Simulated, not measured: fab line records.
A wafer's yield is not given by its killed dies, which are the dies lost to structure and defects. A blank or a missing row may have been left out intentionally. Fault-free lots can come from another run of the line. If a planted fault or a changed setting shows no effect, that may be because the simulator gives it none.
fab line records | flow sky130
record: lots: 13 wafers: 39 last-day: 50
route steps=708 shown VT_ADJUST_HVTP@93 VT_ADJUST_LVTN@117 VT_ADJUST_NCORE@129 SD_N@356 RES_XHIGH@360
lots untouched by any fault: they come from a run of this same line in which no faults occurred
start-h: hours from the record's first day to the start of the lot's first wafer shown | wait-h: hours since the lot's step before | " the same as in the row above | L1.1+2: a single row standing in for several wafers | - value missing, or start not given | * or withheld: withheld | < > ~ a bound
route shown NAME@n: a module of which the file shows steps, and the number in the route of the first | usual: mean/standard deviation of fault-free wafers | same: alike in all rows | chamber/n: place in a boat | sites: the reading at each site | _std_site: the standard deviation of these | _edge_site: mean of outer sites minus mean of inner sites | radius-mm: how far each site lies from the wafer's centre | mask NAME#n: copy n | behind: the most recent tool/chamber to have shaped the wafer | hold: the reason the lot was held/the length of the hold in hours/how it ended | device: which transistor (n, p or np) failed to switch | end of line: the route-end tests of the same wafers | for a step that has no rows: nothing shown but its recipe | killed: dies that structure and defects cost at the first sort, which is not the same as the wafer's yield | map: per-die view of a wafer (x killed, . not killed, _ where there is no die)
set.NAME: the setting as run; set.NAME@STEP: as run at that earlier step | model.NAME: the simulator's own value behind a step, which no gauge read
the route's steps for a sample of lots (tables are steps, rows are wafers)
services: the hour from which a tool's chamber was out of use, counted from the record's first day as start-h (under 0 if before that day), plus the number of hours and why
== steps ==
step: SKY_VT_ADJUST_HVTP_OVL_MEAS_08
usual: VT_ADJUST_HVTP_OVL: -1.2/1.4
columns lot.wafer tool chamber start-h wait-h VT_ADJUST_HVTP_OVL[nm]
L325.2 overlay-02 - 121.58 0.1 -3.2
L325.3 " - " " -3.0
L325.6 " - " " -2.5
L326.1 overlay-01 - 128.61 0.1 -3.0
L326.3 " - " " -2.7
L326.4 " - " " -3.1
L329.1 overlay-01 - 160.26 0.1 -0.8
L329.2 " - " " -3.3
L329.5 " - " " -3.5
L333.1 overlay-01 - 172.16 0.1 -2.1
L333.2 " - " " -1.8
L333.5 " - " " -0.9
L336.3 overlay-02 - 191.82 0.1 -1.6
L336.5 " - " " -1.6
L336.6 " - " " -0.3
L338.2 overlay-02 - 203.58 0.1 -1.7
L338.5 " - " " 1.0
L338.6 " - " " -1.2
L339.1 overlay-02 - 210.55 0.1 -0.2
L339.2 " - " " -1.1
L339.4 " - " " -1.1
L341.2 overlay-02 - 224.76 0.1 -1.1
L341.4 " - " " -0.8
L341.6 " - " " -1.2
L343.2 overlay-01 - 233.74 0.1 -2.4
L343.4 " - " " -3.7
L343.5 " - " " -1.7
L344.1 overlay-01 - 244.21 0.1 -1.8
L344.2 " - " " -1.5
L344.3 " - " " -0.1
L346.1 overlay-01 - 251.46 0.1 0.2
L346.3 " - " " -1.8
L346.5 " - " " 0.3
L347.1 overlay-02 - 258.71 0.1 -3.1
L347.3 " - " " -0.5
L347.5 " - " " -1.8
L348.1 overlay-01 - 270.64 0.1 -3.1
L348.3 " - " " -1.1
L348.4 " - " " -2.0
step: SKY_VT_ADJUST_LVTN_STRIP_20
recipe: chemistry: O2/N2 power-w: 1400 pressure-mtorr: 1500 platen-temp-c: withheld o2-flow-sccm: 3000 n2-flow-sccm: 300 overash-fraction: 0.5
usual: drypump-motor-current-A: 5.28/0.25 oes-product-au: 0.716/0.0048 strip-time-to-endpoint-s: 14.19/0.038
same: overash-fraction: 0.5
columns lot.wafer tool chamber start-h wait-h drypump-motor-current-A oes-product-au rf-hours-counter-h strip-time-to-endpoint-s
L325.2 plasma-asher-02 0 160.05 0.1 5.50 0.715 47 14.17
L325.3 " 1 " " 4.94 0.708 - 14.24
L325.6 " 1 " " 4.91 0.718 - 14.17
L326.1 plasma-asher-01 0 168.40 0.1 5.51 0.713 5 14.22
L326.3 " 1 " " 4.98 0.712 - 14.23
L326.4 " 0 " " 5.53 0.719 - 14.25
L329.1 plasma-asher-02 0 203.04 0.1 5.52 0.721 51 14.19
L329.2 " 1 " " 4.97 0.715 51 14.21
L329.5 " 1 " " 4.95 0.712 - 14.18
L333.1 plasma-asher-03 0 214.75 0.1 5.52 0.918 53 -
L333.2 " 1 " " 5.27 0.898 53 -
L333.5 " 0 " " 5.49 0.916 - -
L336.3 plasma-asher-01 1 235.77 0.1 4.97 0.721 - 14.20
L336.5 " 1 " " 4.98 0.714 - 14.19
L336.6 " 0 " " 5.52 0.716 - 14.23
L338.2 plasma-asher-02 1 248.94 0.1 4.95 0.709 56 14.21
L338.5 " 0 " " 5.50 0.720 - 14.20
L338.6 " 1 " " 4.94 0.724 - 14.18
L339.1 plasma-asher-02 0 256.40 0.1 5.49 0.710 57 14.21
L339.2 " 1 " " 4.92 0.721 57 14.21
L339.4 " 1 " " 4.92 0.712 - 14.17
L341.2 plasma-asher-02 1 273.05 0.1 4.92 0.719 58 14.24
L341.4 " 1 " " 4.94 0.718 - 14.22
L341.6 " 1 " " 4.93 0.724 - 14.22
L343.2 plasma-asher-01 1 281.95 0.1 4.96 0.718 15 14.14
L343.4 " 0 " " 5.52 0.721 - 14.11
L343.5 " 1 " " 4.99 0.713 - 14.07
L344.1 plasma-asher-03 0 292.80 0.1 5.57 0.721 61 14.18
L344.2 " 1 " " 5.27 0.732 61 14.23
L344.3 " 0 " " 5.52 0.713 - 14.21
L346.1 plasma-asher-03 0 300.95 0.1 5.50 0.719 62 14.21
L346.3 " 0 " " 5.50 0.723 - 14.21
L346.5 " 1 " " 5.25 0.711 - 14.21
L347.1 plasma-asher-03 0 309.25 0.1 5.51 0.711 63 14.13
L347.3 " 0 " " 5.52 0.717 - 14.17
L347.5 " 0 " " 5.52 0.713 - 14.16
L348.1 plasma-asher-02 1 321.44 0.1 4.91 0.719 62 14.14
L348.3 " 0 " " 5.50 0.718 - 14.12
L348.4 " 1 " " 4.91 0.718 - 14.16
step: SKY_VT_ADJUST_NCORE_STRIP_10
recipe: chemistry: O2/N2 power-w: 1400 pressure-mtorr: 1500 platen-temp-c: withheld o2-flow-sccm: 3000 n2-flow-sccm: 300 overash-fraction: 0.5
usual: drypump-motor-current-A: 5.4/0.44 oes-product-au: 0.716/0.0044 strip-time-to-endpoint-s: 13.95/0.042
same: overash-fraction: 0.5
columns lot.wafer tool chamber start-h wait-h drypump-motor-current-A oes-product-au rf-hours-counter-h strip-time-to-endpoint-s
L325.2 plasma-asher-02 0 180.72 0.1 5.5 0.716 49 13.91
L325.3 " 1 " " 4.9 0.717 - 13.96
L325.6 " 1 " " 4.9 0.719 - 13.92
L326.1 plasma-asher-02 1 188.62 0.1 4.9 0.719 50 13.94
L326.3 " 0 " " 5.5 0.705 - 13.91
L326.4 " 1 " " 5.0 0.721 - 13.91
L329.1 plasma-asher-02 0 224.64 0.1 5.5 0.716 53 13.91
L329.2 " 1 " " 4.9 0.716 53 13.95
L329.5 " 0 " " 5.5 0.716 - 13.97
L333.1 plasma-asher-02 0 237.22 0.1 5.5 0.719 55 25.35
L333.2 " 1 " " 4.9 0.721 55 25.36
L333.5 " 1 " " 4.9 0.723 - 25.36
L336.3 plasma-asher-04 1 259.16 0.1 6.2 0.711 - 13.92
L336.5 " 0 " " 5.9 0.718 - 13.96
L336.6 " 1 " " 6.2 0.715 - 13.97
L338.2 plasma-asher-01 0 273.19 0.1 5.5 0.716 14 14.01
L338.5 " 0 " " 5.5 0.718 - 13.99
L338.6 " 1 " " 5.0 0.718 - 13.96
L339.1 plasma-asher-01 1 281.02 0.1 4.9 0.710 15 13.92
L339.2 " 0 " " 5.5 0.722 15 13.97
L339.4 " 0 " " 5.5 0.711 - 13.93
L341.2 plasma-asher-04 0 298.44 0.1 5.9 0.716 47 13.98
L341.4 " 1 " " 6.2 0.720 - 13.93
L341.6 " 0 " " 5.9 0.718 - 13.89
L343.2 plasma-asher-01 1 306.58 0.1 5.0 0.721 18 13.90
L343.4 " 0 " " 5.5 0.716 - 13.86
L343.5 " 0 " " 5.5 0.720 - 13.85
L344.1 plasma-asher-01 1 317.97 0.1 5.0 0.716 19 14.00
L344.2 " 0 " " 5.5 0.712 19 13.99
L344.3 " 1 " " 5.0 0.716 - 13.99
L346.1 plasma-asher-04 0 327.14 0.1 5.9 0.712 51 13.95
L346.3 " 0 " " 5.9 0.719 - 13.95
L346.5 " 1 " " 6.2 0.716 - 13.96
L347.1 plasma-asher-02 1 335.19 0.1 4.9 0.714 64 13.99
L347.3 " 1 " " 5.0 0.709 - 13.93
L347.5 " 1 " " 4.9 0.712 - 13.94
L348.1 plasma-asher-04 0 348.32 0.1 5.9 0.707 53 13.93
L348.3 " 0 " " 5.8 0.714 - 13.95
L348.4 " 1 " " 6.2 0.715 - 13.92
step: SKY_VT_ADJUST_NCORE_TW_MEAS_11
usual: VT_ADJUST_NCORE_TW: 219.2/1.9
columns lot.wafer tool chamber start-h wait-h VT_ADJUST_NCORE_TW
L325.2 film-metro-03 - 180.83 0.1 221.7
L325.3 " - " " 221.0
L325.6 " - " " 221.4
L326.1 film-metro-03 - 188.72 0.1 222.5
L326.3 " - " " 220.6
L326.4 " - " " 219.5
L329.1 film-metro-03 - 224.74 0.1 221.0
L329.2 " - " " 219.8
L329.5 " - " " 220.3
L333.1 film-metro-03 - 237.32 0.1 30.1
L333.2 " - " " 30.1
L333.5 " - " " 30.3
L336.3 film-metro-03 - 259.24 0.1 221.9
L336.5 " - " " 222.3
L336.6 " - " " 221.8
L338.2 film-metro-01 - 273.30 0.1 217.4
L338.5 " - " " 216.8
L338.6 " - " " 218.0
L339.1 film-metro-01 - 281.12 0.1 216.8
L339.2 " - " " 216.9
L339.4 " - " " 215.4
L341.2 film-metro-01 - 298.55 0.1 218.7
L341.4 " - " " 217.0
L341.6 " - " " 218.6
L343.2 film-metro-03 - 306.75 0.1 219.7
L343.4 " - " " 219.2
L343.5 " - " " 218.9
L344.1 film-metro-03 - 318.07 0.1 218.8
L344.2 " - " " 219.2
L344.3 " - " " 220.6
L346.1 film-metro-03 - 327.24 0.1 219.2
L346.3 " - " " 220.1
L346.5 " - " " 220.3
L347.1 film-metro-01 - 335.29 0.1 216.5
L347.3 " - " " 216.7
L347.5 " - " " 217.2
L348.1 film-metro-03 - 348.42 0.1 220.8
L348.3 " - " " 219.2
L348.4 " - " " 220.6
step: SKY_SD_N_RTA_14
recipe: temp-c: 1075 time-s: 2 idle-temp-c: 650 ramp-up-c-per-s: 150 ramp-down-c-per-s: 90 ambient: N2
usual: lamp-power-pct: 15.74/0.051 wafer_temp_C_max: 1078.0/1.1
columns lot.wafer tool chamber start-h wait-h lamp-power-pct wafer_temp_C_max
L325.2 rtp-anneal-02 0 644.49 0.0 15.70 1077.3
L325.3 " 0 " " 15.78 1076.6
L325.6 " 0 " " 15.82 1079.1
L326.1 rtp-anneal-01 0 647.13 0.0 15.73 1077.4
L326.3 " 0 " " 15.77 1077.5
L326.4 " 0 " " 15.59 1078.7
L329.1 rtp-anneal-01 0 690.58 0.0 15.78 1078.5
L329.2 " 0 " " 15.70 1079.4
L329.5 " 0 " " 15.82 1077.9
L333.1 rtp-anneal-01 0 753.18 0.0 15.76 1077.3
L333.2 " 0 " " 15.75 1076.8
L333.5 " 0 " " 15.69 1079.7
L336.3 rtp-anneal-02 0 756.80 0.0 15.78 1078.1
L336.5 " 0 " " 15.79 1076.8
L336.6 " 0 " " 15.73 1078.5
L338.2 rtp-anneal-01 0 757.69 0.0 15.78 1079.8
L338.5 " 0 " " 15.72 1077.7
L338.6 " 0 " " 15.78 1077.6
L339.1 rtp-anneal-01 0 758.15 0.0 15.64 1077.3
L339.2 " 0 " " 15.71 1076.7
L339.4 " 0 " " 15.73 1078.4
L341.2 rtp-anneal-02 0 774.54 0.0 15.85 1077.5
L341.4 " 0 " " 15.69 1078.7
L341.6 " 0 " " 15.67 1081.5
L343.2 rtp-anneal-02 0 779.61 0.0 15.74 1076.2
L343.4 " 0 " " 15.74 1076.0
L343.5 " 0 " " 15.70 1080.1
L344.1 rtp-anneal-02 0 794.28 0.0 15.66 1078.6
L344.2 " 0 " " 15.73 1080.7
L344.3 " 0 " " 15.77 1077.1
L346.1 rtp-anneal-02 0 802.03 0.0 15.75 1076.3
L346.3 " 0 " " 15.73 1079.4
L346.5 " 0 " " 15.75 1078.5
L347.1 rtp-anneal-02 0 839.18 0.0 15.79 1079.0
L347.3 " 0 " " 15.68 1081.4
L347.5 " 0 " " 15.79 1078.0
L348.1 rtp-anneal-02 0 840.09 0.0 15.74 1076.9
L348.3 " 0 " " 15.76 1077.4
L348.4 " 0 " " 15.81 1076.8
step: SKY_SD_N_RS_MEAS_18
recipe: thk-meas-gauge: four-point-probe
usual: RES_XHIGH_RS: 333.1/1.1
columns lot.wafer tool chamber start-h wait-h RES_XHIGH_RS[ohm/sq]
L325.2 film-metro-03 - 644.91 0.1 335.7
L325.3 " - " " 333.8
L325.6 " - " " 334.5
L326.1 film-metro-03 - 647.55 0.1 334.7
L326.3 " - " " 332.6
L326.4 " - " " 333.3
L329.1 film-metro-03 - 690.99 0.1 333.4
L329.2 " - " " 333.6
L329.5 " - " " 334.5
L333.1 film-metro-01 - 753.59 0.1 332.5
L333.2 " - " " 333.6
L333.5 " - " " 333.0
L336.3 film-metro-04 - 757.23 0.1 331.5
L336.5 " - " " 330.8
L336.6 " - " " 331.8
L338.2 film-metro-04 - 758.11 0.1 333.2
L338.5 " - " " 332.4
L338.6 " - " " 333.1
L339.1 film-metro-03 - 758.62 0.1 333.3
L339.2 " - " " 332.4
L339.4 " - " " 333.1
L341.2 film-metro-04 - 774.97 0.1 332.9
L341.4 " - " " 334.9
L341.6 " - " " 335.4
L343.2 film-metro-04 - 780.04 0.1 333.9
L343.4 " - " " 333.1
L343.5 " - " " 333.8
L344.1 film-metro-03 - 794.70 0.1 333.6
L344.2 " - " " 335.1
L344.3 " - " " 332.2
L346.1 film-metro-04 - 802.44 0.1 332.5
L346.3 " - " " 331.5
L346.5 " - " " 333.1
L347.1 film-metro-04 - 839.60 0.1 331.8
L347.3 " - " " 330.2
L347.5 " - " " 332.1
L348.1 film-metro-03 - 840.50 0.1 332.1
L348.3 " - " " 331.5
L348.4 " - " " 331.2
== services ==
columns tool chamber start-h hours kind
plasma-asher-04 - 137.19 0.7 repair
plasma-asher-04 - 196.44 2.8 pm
plasma-asher-01 - 251.18 9.3 repair
plasma-asher-02 - 305.27 8.1 repair
plasma-asher-03 - 321.34 79.3 repair
plasma-asher-02 - 372.68 1.0 repair
plasma-asher-03 - 386.16 2.4 repair
rtp-anneal-01 - 406.19 0.8 pm
plasma-asher-03 - 412.70 9.3 repair
plasma-asher-02 - 421.25 9.0 pm
plasma-asher-04 - 430.45 1.8 repair
plasma-asher-03 - 432.30 28.1 pm
plasma-asher-03 - 472.60 0.9 repair
plasma-asher-03 - 476.25 3.1 repair
plasma-asher-02 - 481.33 0.7 repair
plasma-asher-03 - 486.35 1.4 repair
plasma-asher-02 - 532.27 2.8 pm
plasma-asher-03 - 549.62 2.8 pm
plasma-asher-01 - 550.72 28.1 pm
plasma-asher-01 - 592.95 2.8 pm
rtp-anneal-02 - 738.07 6.5 pm
plasma-asher-01 - 764.31 3.1 repair
rtp-anneal-01 - 766.34 58.8 pm
rtp-anneal-01 - 836.69 3.5 pm
== key ==
first-sign: step: SKY_VT_ADJUST_LVTN_STRIP_20 reading: oes-product-au direction: up sigmas: 40 usual: 0.716 struck: 0.910
effect: step: SKY_VT_ADJUST_NCORE_STRIP_10 reading: strip-time-to-endpoint-s direction: up sigmas: 99+ usual: * struck: *
effect: step: SKY_VT_ADJUST_NCORE_TW_MEAS_11 reading: VT_ADJUST_NCORE_TW direction: down sigmas: 99+ usual: 219.2 struck: 30.2
met-at SKY_VT_ADJUST_LVTN_STRIP_20
struck-lots L333
sort-left-out L333.1,L333.2,L333.5
tester-left-out L333
not-acting-at SKY_VT_ADJUST_HVTP_OVL_MEAS_08,SKY_SD_N_RTA_14,SKY_SD_N_RS_MEAS_18
fault: kind: strip-aborted tool: plasma-asher-03 chamber: - onset-h: 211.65 steps: SKY_VT_ADJUST_LVTN_STRIP_20 offset: 0.88996 end-h: 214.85
tester-left-out: of these lots the tester's yield and bins aren't shown, on N5 and GAA mostly nor the transistor test; their killed dies are dies lost to structure and defects alone, not to doping, threshold or leakage, so they don't give the yield
sort-left-out: the simulated sort isn't trusted on such a fault, so these wafers' sort isn't shown, and their yield isn't known
